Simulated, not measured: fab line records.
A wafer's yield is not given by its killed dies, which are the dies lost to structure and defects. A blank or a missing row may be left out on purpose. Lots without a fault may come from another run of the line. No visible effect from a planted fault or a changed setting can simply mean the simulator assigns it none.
A struck lot beside a sound one    flow gf180mcu    19 out of 602 route steps
Sound: wafers L134.1, L134.2, L134.6. The struck wafers were L144.2, L144.3, L144.5. The cause is given at the end.
For every step that has rows: the tool of each side, followed by ch and its chambers, followed by its first start. Under that, the readings that differ: sound wafers    struck wafers    difference of the means    sigmas: that difference in standard deviations of wafers without a fault.
alike: words and numbers the same on both sides, and readings whose means are apart by under 2 such deviations; not compared: readings that were withheld, readings missing a value for some wafer, numbers with overlapping values and no deviation given by the record, and bounds like >300 which may hide the same value.
A row with sigmas, a row that says differs or no value, or rows on one side alone: a step with any of these is where the two part. Numbers that don't overlap but have no deviation are shown without sigmas and don't part them. Lack of a reading on every wafer of one side parts them only where that side has two or more wafers.

first, 3 steps without rows for these wafers: GF_MIM_EXPOSE_16 (exposes mask FuseTop, target cd 2000 nm); GF_MIM_PEB_17; GF_MIM_DEVELOP_18 (develop time 60 s).
GF_MIM_METAL_ETCH_19: etches the open film in Cl2/BCl3, stops on Si3N4, target depth 324.5 nm, time 54.1 s.
  sound on rieMetal-03 ch 0,1, day 25 18:51; struck on rieMetal-01 ch 0,1, day 29 00:24
  alike: drypumpMotorCurrentA, oesProductAu, throttleValvePct
  not compared: rfHoursCounterH
GF_MIM_STRIP_20: strips in O2/N2.
  sound on plasmaAsher-04 ch 0,1, day 25 18:55; struck on plasmaAsher-04 ch 0,1, day 29 00:28
  alike: drypumpMotorCurrentA, heaterPowerW, oesProductAu, platenTempC, stripTimeToEndpointS
  not compared: rfHoursCounterH
then, 7 steps without rows for these wafers: GF_MIM_STRIP_21 (strips in post etch residue remover, time 1200 s); GF_MIM_CLEAN_22 (cleans in DIW); GF_M5_DEHYDRATE_00 (time 60 s); GF_M5_HMDS_01 (prime time 60 s); GF_M5_COAT_02 (resist thk 1000 nm); GF_M5_SOFTBAKE_03 (time 60 s); GF_M5_EXPOSE_04 (exposes mask Metal5, target cd 280 nm).
GF_M5_PEB_05: peb time 90 s.
  sound on lithoTrack-02 ch 0, day 26 15:24; struck on lithoTrack-02 ch 0, day 29 19:17
reading                sound              struck             difference  sigmas
heaterPowerTotalW (W)  85.75 85.73 85.50  88.27 88.11 88.29  +2.56       +32
then, 1 step without rows for these wafers: GF_M5_DEVELOP_06 (develop time 60 s).
GF_M5_CD_MEAS_07 targets a cd of 280 nm.
  sound: cdSem-01 at day 26 15:45; struck: cdSem-01 at day 29 19:37
reading    sound              struck             difference  sigmas
cdNm (nm)  280.2 280.5 278.9  283.1 282.2 284.2  +3.3        +3
GF_M5_OVL_MEAS_08:
  sound: overlay-02 at day 26 15:52; struck: overlay-01 at day 29 19:43
  alike: M5_OVL
GF_M5_ETCH_09: etches Si3N4 in CF4/O2, target depth 52 nm, time 11.6 s.
  sound on rieDiel-04 ch 1,2,3, day 26 15:54; struck on rieDiel-02 ch 0,2,3, day 29 19:45
reading             sound          struck             difference  sigmas
model.M5.cdNm (nm)  280 281 278.3  282.8 282.4 283.8  +3.2        
  alike: O2_flow_sccm, cf4FlowSccm, drypumpMotorCurrentA, oesProductAu, throttleValvePct
  not compared: rfHoursCounterH
GF_M5_METAL_ETCH_10: etches the open film in Cl2/BCl3, stops on SiO2, target depth 627.5 nm, time 104.6 s.
  sound on rieMetal-02 ch 0,1, day 26 15:56; struck on rieMetal-02 ch 0, day 29 19:47
  alike: drypumpMotorCurrentA, oesProductAu, throttleValvePct
  not compared: rfHoursCounterH
after that, 1 step had no rows for these wafers: GF_PASSIVATION_PROBE_99.

== WHERE THEY PART ==
Earliest at GF_M5_PEB_05; latest, in this record, at GF_M5_CD_MEAS_07. Later steps at which nothing parts them and some readings are alike: GF_M5_OVL_MEAS_08, GF_M5_ETCH_09, GF_M5_METAL_ETCH_10.

WHY: the cause the simulator had injected
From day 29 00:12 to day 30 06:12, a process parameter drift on lithoTrack-02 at GF_M5_PEB_05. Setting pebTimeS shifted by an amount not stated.
